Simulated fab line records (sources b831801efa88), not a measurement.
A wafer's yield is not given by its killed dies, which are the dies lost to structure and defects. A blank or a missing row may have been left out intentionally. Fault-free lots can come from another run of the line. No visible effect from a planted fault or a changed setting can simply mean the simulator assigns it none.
Comparing a struck lot with a sound one || flow sky130 || 16 steps out of a route of 708
Sound: wafers L644.1, L644.2, L644.6. Struck: wafer L654.5 (left out: L654.2, L654.4 of the same lot, which were not struck); the cause appears at the end.
Each step with rows lists, per side, the tool, then ch with its chambers, then its first start. Under that, the readings that differ: sound wafers || struck wafers || difference of the means || sigmas: that difference in standard deviations of wafers without a fault.
alike: readings with means less than 2 such deviations apart, plus words and numbers identical on both sides. not compared: withheld readings, readings lacking a value on some wafer, bounds such as >300 that could conceal the same value, and numbers that have no deviation in the record and whose values overlap.
A row with sigmas, a row that says differs or no value, or rows on one side alone: a step with any of these is where the two part. When numbers do not overlap yet have no deviation, they are printed without sigmas and do not part them. A reading that every wafer of one side lacks parts them only if that side has two wafers or more.

first, 3 steps without rows for these wafers: SKY_METAL1_EXPOSE_12 (exposes mask MM1, target cd 140 nm); SKY_METAL1_PEB_13; SKY_METAL1_DEVELOP_14 (develop time 60 s).
SKY_METAL1_CD_MEAS_15: the cd target is 140 nm.
  sound on cd-sem-01 at day 34 15:55; struck on cd-sem-02 at day 37 05:05
  alike: cd-nm
SKY_METAL1_OVL_MEAS_16:
  sound on overlay-01 at day 34 16:02; struck on overlay-01 at day 37 05:11
  alike: METAL1_OVL
SKY_METAL1_DESCUM_17: chemistry O2, time 8 s.
  sound on rie-metal-03 ch 0,1, day 34 16:04; struck on rie-metal-04 ch 1, day 37 05:13
{"reading": "drypump-motor-current-A (A)", "sound": "5.4 5.7 5.7", "struck": 4.7, "difference": -0.9, "sigmas": -2}
  alike: oes-product-au, rf-fwd-power-W
  not compared: rf-hours-counter-h
SKY_METAL1_ETCH_18: etches BARC in N2/H2, stops on SiO2, time 45.9 s, target depth 60 nm.
  sound on rie-metal-03 ch 0,1, day 34 16:06; struck on rie-metal-04 ch 1, day 37 05:15
{"reading": "drypump-motor-current-A (A)", "sound": "5.4 5.7 5.7", "struck": 4.7, "difference": -0.9, "sigmas": -2}
{"reading": "throttle-valve-pct (%)", "sound": "13.234 13.247 13.227", "struck": 13.213, "difference": -0.023, "sigmas": -3}
  alike: h2-flow-sccm, oes-product-au, rf-fwd-power-W
  not compared: rf-hours-counter-h
SKY_METAL1_METAL_ETCH_19: etches the open film in Cl2/BCl3, stops on SiO2, target depth 360 nm, time 78 s.
  sound on rie-metal-03 ch 0,1, day 34 16:10; struck on rie-metal-04 ch 1, day 37 05:19
{"reading": "drypump-motor-current-A (A)", "sound": "5.4 5.7 5.7", "struck": 4.7, "difference": -0.9, "sigmas": -2}
  alike: oes-product-au, rf-fwd-power-W, throttle-valve-pct
  not compared: rf-hours-counter-h
SKY_METAL1_STRIP_20: strips in O2/N2.
  sound on plasma-asher-03 ch 0,1, day 34 16:15; struck on plasma-asher-04 ch 1, day 37 05:24
  alike: drypump-motor-current-A, oes-product-au, strip-time-to-endpoint-s
  not compared: rf-hours-counter-h
then, 3 steps without rows for these wafers: SKY_METAL1_STRIP_21 (strips in post etch residue remover, time 1200 s); SKY_METAL1_CLEAN_22 (cleans in IPA, time 180 s); SKY_METAL1_CLEAN_23 (cleans in O3/DIW).
SKY_VIA1_HDPCVD_00: deposits SiO2, target thk 1030 nm, time 171.7 s.
  sound on hdpcvd-02 ch 1,2, day 34 16:51; struck on hdpcvd-01 ch 0, day 37 06:00
{"reading": "sih4-flow-sccm (sccm)", "sound": "60.08 59.62 59.82", "struck": 30.18, "difference": -29.66, "sigmas": "-99 or more"}
{"reading": "model.SiO2_of_VIA1_HDPCVD_00.thk-nm (nm)", "sound": "1051 1022 1043", "struck": 505.3, "difference": -533.4, "sigmas": ""}
SKY_VIA1_THK_MEAS_01:
  sound on film-metro-03 at day 34 16:58; struck on film-metro-04 at day 37 06:07
{"reading": "VIA1_HDPCVD_THK (nm)", "sound": "1052 1022 1045", "struck": 505, "difference": -535, "sigmas": -53}
SKY_VIA1_CMP_02: polishes SiO2.
  sound on cmp-01 ch 2,3, day 34 17:01; struck on cmp-01 ch 2, day 37 06:10
  alike: motor-current-A, retaining-ring-pressure-frac
-- the record jumps here: 12 days lie between the struck wafers' starts before and after (it left off in module VIA1 and takes up again in module PAD_OPEN, whose first step shown is number 708 of the route) --
SKY_PAD_OPEN_PROBE_99:
  sound on prober-01 at day 47 07:08; struck on prober-01 at day 49 07:03
{"reading": "killed-at-contacts", "sound": "27 25 23", "struck": 13, "difference": -12, "sigmas": -2}
{"reading": "model.etest.tester.sort-n-pass", "sound": "407 403 421", "struck": 239, "difference": -171, "sigmas": ""}
{"reading": "model.etest.tester.sort-yield-pct (%)", "sound": "82.72 81.91 85.57", "struck": 48.58, "difference": -34.82, "sigmas": ""}
{"reading": "model.etest.tester.sort_bin_3_pct (%)", "sound": "0.6098 0.6098 0", "struck": 36.18, "difference": "+35.77", "sigmas": ""}
{"reading": "model.etest.met2-comb.leak-log10-a-um", "sound": "-12.04 -11.92 -12.1", "struck": -7.033, "difference": "+4.987", "sigmas": ""}
{"reading": "model.etest.tester.sort_bin_8_pct (%)", "sound": "0 0 0", "struck": 4.061e-06, "difference": "+4.061e-06", "sigmas": ""}
  alike: defect-limited-yield, killed_at_M0_to_M3, killed_at_M4_up, killed-at-front-end, killed-at-other, killed-dies, killed-open, killed-short

WHERE THEY PART
Earliest at SKY_METAL1_DESCUM_17; latest, in this record, at SKY_PAD_OPEN_PROBE_99.

WHY: the cause the simulator had injected
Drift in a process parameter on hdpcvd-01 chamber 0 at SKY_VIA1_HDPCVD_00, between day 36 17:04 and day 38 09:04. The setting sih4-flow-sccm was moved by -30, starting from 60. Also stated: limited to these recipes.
